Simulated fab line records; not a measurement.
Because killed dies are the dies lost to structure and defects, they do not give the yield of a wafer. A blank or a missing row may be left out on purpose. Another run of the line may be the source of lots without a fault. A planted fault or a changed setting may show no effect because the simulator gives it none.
Which of the tools did it? | flow sky130 | 11 lots with 33 wafers sampled at 5 steps, on a route of 708 steps

== WHAT THE GAUGES READ, wafer by wafer ==
SKY_POLY_GATE_THK_MEAS_04.
lot  | measured     | on            | POLY_GATE_CVD_03_THK (nm)
L795 | day 15 04:57 | film metro-01 | 75.3 74.8 75.1
L796 | day 15 10:10 | film metro-04 | 74.6 74.1 74.3
L797 | day 15 21:12 | film metro-01 | 74.6 75.5 75.3
L799 | day 16 17:28 | film metro-03 | 74.2 74.7 74.5
L801 | day 17 02:46 | film metro-04 | 75.7 74.7 75.4
L805 | day 18 21:04 | film metro-01 | 76.2 76.1 75.6
L810 | day 20 11:26 | film metro-04 | 74.9 73.7 74.5
L812 | day 21 06:34 | film metro-03 | 75.4 74.4 75.3
L813 | day 21 20:30 | film metro-01 | 76.3 75.9 76.0
L816 | day 22 14:22 | film metro-01 | 74.7 75.7 74.9
L818 | day 23 07:50 | film metro-01 | 76.5 75.9 76.1

SKY_LDD_HVN_TW_MEAS_10.
lot  | measured     | on            | LDD_HVN_TW
L795 | day 20 05:51 | film metro-03 | 1428 1435 1434
L796 | day 20 13:19 | film metro-04 | 1448 1454 1442
L797 | day 21 03:54 | film metro-01 | 1425 1423 1414
L799 | day 22 00:28 | film metro-03 | 1435 1444 1432
L801 | day 22 09:54 | film metro-04 | 1442 1442 1444
L805 | day 24 06:19 | film metro-03 | 1425 1438 1431
L810 | day 25 15:55 | film metro-03 | 1431 1441 1432
L812 | day 26 13:19 | film metro-03 | 2645 2646 2639
L813 | day 26 23:05 | film metro-04 | 1434 1440 1450
L816 | day 27 15:33 | film metro-01 | 2648 2632 2618
L818 | day 28 08:57 | film metro-01 | 1440 1448 1430

== TOOL THAT RAN EACH LOT (tool first, then ch and the chambers of the sampled wafers, then the start) ==
lot  | SKY_POLY_GATE_ETCH_15              | SKY_LDD_P_STRIP_10                   | SKY_LDD_HVN_IMPLANT_08
L795 | rie diel-02 ch 0,3, day 16 08:46   | plasma asher-03 ch 0,1, day 18 23:10 | implanter-01 ch 0, day 20 05:36
L796 | rie diel-04 ch 0,1,3, day 16 14:35 | plasma asher-01 ch 0,1, day 19 05:46 | implanter-03 ch 0, day 20 13:04
L797 | rie diel-04 ch 1,2,3, day 17 01:38 | plasma asher-01 ch 0,1, day 19 20:19 | implanter-04 ch 0, day 21 03:42
L799 | rie diel-04 ch 0,1, day 17 23:16   | plasma asher-03 ch 0,1, day 20 17:46 | implanter-01 ch 0, day 22 00:13
L801 | rie diel-02 ch 2,3, day 18 08:43   | plasma asher-03 ch 0,1, day 21 02:52 | implanter-03 ch 0, day 22 09:39
L805 | rie diel-04 ch 0,1,2, day 20 03:49 | plasma asher-03 ch 0,1, day 22 23:23 | implanter-01 ch 0, day 24 06:06
L810 | rie diel-02 ch 0,2,3, day 21 18:40 | plasma asher-02 ch 0,1, day 24 10:22 | implanter-03 ch 0, day 25 15:42
L812 | rie diel-04 ch 0,1,3, day 22 13:52 | plasma asher-01 ch 0,1, day 25 07:33 | implanter-03 ch 0, day 26 13:04
L813 | rie diel-04 ch 1,2,3, day 23 02:43 | plasma asher-02 ch 0,1, day 25 17:25 | implanter-04 ch 0, day 26 22:50
L816 | rie diel-04 ch 0,2,3, day 23 20:23 | plasma asher-02 ch 0,1, day 26 10:31 | implanter-03 ch 0, day 27 15:18
L818 | rie diel-01 ch 0,1,3, day 24 14:31 | plasma asher-02 ch 0,1, day 27 03:46 | implanter-04 ch 0, day 28 08:42
- SKY_POLY_GATE_ETCH_15: etches BARC in N2/H2, stops on SiO2, time 118.5 s, target depth 110 nm.
- SKY_LDD_P_STRIP_10: strips in O2/N2.
- SKY_LDD_HVN_IMPLANT_08

== WHAT THE TOOLS THEMSELVES READ (means of the sampled wafers that have a number; where no wafer has one, the mark that the record gives instead) ==
SKY_POLY_GATE_ETCH_15.
lot  | tool        | chamber pressure mTorr (mTorr) | drypump motor current A (A) | n2 flow sccm (sccm) | oes product au (a.u.) | throttle valve pct (%)
L795 | rie diel-02 | 29.985                         | 4.9                         | 100.2               | 0.720                 | 13.214
L796 | rie diel-04 | 29.989                         | 5.5                         | 100.1               | 0.715                 | 13.200
L797 | rie diel-04 | 30.015                         | 5.8                         | 99.8                | 0.720                 | 13.216
L799 | rie diel-04 | 30.005                         | 5.2                         | 99.9                | 0.712                 | 13.210
L801 | rie diel-02 | 29.991                         | 6.0                         | 100.0               | 0.720                 | 13.211
L805 | rie diel-04 | 30.021                         | 5.7                         | 100.0               | 0.720                 | 13.220
L810 | rie diel-02 | 30.003                         | 5.5                         | 99.8                | 0.716                 | 13.220
L812 | rie diel-04 | 30.004                         | 5.5                         | 99.9                | 0.720                 | 13.211
L813 | rie diel-04 | 30.006                         | 5.8                         | 99.8                | 0.714                 | 13.209
L816 | rie diel-04 | 29.974                         | 5.9                         | 99.9                | 0.712                 | 13.212
L818 | rie diel-01 | 30.003                         | 5.4                         | 100.3               | 0.717                 | 13.221

SKY_LDD_P_STRIP_10.
lot  | tool            | chamber pressure mTorr (mTorr) | drypump motor current A (A) | n2 flow sccm (sccm) | o2 flow sccm (sccm) | oes product au (a.u.) | strip time to endpoint s (s)
L795 | plasma asher-03 | 1499.9                         | 5.8                         | 300.4               | 3007                | 0.719                 | 14.19
L796 | plasma asher-01 | 1500.0                         | 6.1                         | 300.2               | 2995                | 0.717                 | 14.19
L797 | plasma asher-01 | 1501.0                         | 6.1                         | 299.9               | 3004                | 0.715                 | 14.16
L799 | plasma asher-03 | 1499.9                         | 5.9                         | 298.6               | 2994                | 0.715                 | 14.18
L801 | plasma asher-03 | 1500.4                         | 6.0                         | 300.0               | 3000                | 0.715                 | 14.15
L805 | plasma asher-03 | 1498.9                         | 5.9                         | 299.8               | 2994                | 0.710                 | 14.19
L810 | plasma asher-02 | 1500.4                         | 5.5                         | 300.7               | 3000                | 0.713                 | 14.19
L812 | plasma asher-01 | 1500.2                         | 6.1                         | 299.6               | 3008                | 0.716                 | 14.23
L813 | plasma asher-02 | 1499.1                         | 5.1                         | 300.3               | 3006                | 0.713                 | 14.16
L816 | plasma asher-02 | 1501.3                         | 5.1                         | 299.3               | 3010                | 0.716                 | 14.18
L818 | plasma asher-02 | 1499.8                         | 5.5                         | 300.4               | 3000                | 0.715                 | 14.16

SKY_LDD_HVN_IMPLANT_08.
lot  | tool         | dose ions cm2 | end station pressure torr (Torr) | faraday current uA
L795 | implanter-01 | 3.0021e+13    | 5.40e-06                         | 169
L796 | implanter-03 | 2.9981e+13    | 4.87e-06                         | 170
L797 | implanter-04 | 3.0000e+13    | 5.05e-06                         | 172
L799 | implanter-01 | 2.9973e+13    | 5.35e-06                         | 169
L801 | implanter-03 | 3.0017e+13    | 5.11e-06                         | 168
L805 | implanter-01 | 3.0025e+13    | 5.18e-06                         | 169
L810 | implanter-03 | 3.0001e+13    | 5.02e-06                         | 166
L812 | implanter-03 | 2.1637e+14    | 6.13e-06                         | 1210
L813 | implanter-04 | 3.0010e+13    | 5.01e-06                         | 169
L816 | implanter-03 | 2.1635e+14    | 6.00e-06                         | 1220
L818 | implanter-04 | 3.0026e+13    | 4.94e-06                         | 166

== THE ANSWER, worked out from the rows above alone ==
Rule: usual is defined by the lots themselves. The widest of any qualifying gaps counts: lots, ordered by their means at a reading, are off when they make up no more than a third of the lots, leave a main group of 4 or more, and stand apart from it by 3 or more times the standard deviation of that group's means. A main group is skipped when, at the precision printed for the reading in the tables above, its means are all equal. A lot without any number at a reading at which 4 lots or more have one is off too. All remaining lots with rows at the step are treated as sound. Order of review: gauges by route order, followed by the tools' own readings, for which a lot's mean as printed above is used. The first step at which some lot is off is used, and at that step the reading that is off furthest; a lot without a number counts as furthest.
Off: L812, L816, at SKY_LDD_HVN_TW_MEAS_10 (LDD_HVN_TW). For the main group the mean is 1436 and the standard deviation 7.5.
If a tool, at a process step before that reading, ran all the lots that are off and no sound lot after the first of them, it fits. Not tried: the gauges at SKY_LDD_HVN_TW_MEAS_10; whatever is off there is also off at SKY_LDD_HVN_IMPLANT_08, on other tools, and gauge error can't account for it. One fits: SKY_LDD_HVN_IMPLANT_08 on implanter-03. A fault onset in the window from L810 (day 25 15:42, its last sound lot) to L812 (day 26 13:04, its first lot off) fits.
The tool's own readings at SKY_LDD_HVN_IMPLANT_08 bear it out: on the lots that are off they differ by more than 5 times the standard deviation of the sound lots' means. dose ions cm2 reads 2.1636e+14 there against 3.0006e+13 on the sound lots; end station pressure torr reads 6.07e-06 Torr there against 5.10e-06 Torr on the sound lots; faraday current uA reads 1215 there against 169 on the sound lots.

== WHAT THE SIMULATOR HAD PUT IN ==
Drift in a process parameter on implanter-03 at SKY_LDD_HVN_IMPLANT_08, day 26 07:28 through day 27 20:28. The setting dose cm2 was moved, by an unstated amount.
Shown lots that were struck: L812, L816. The rule above found the same.
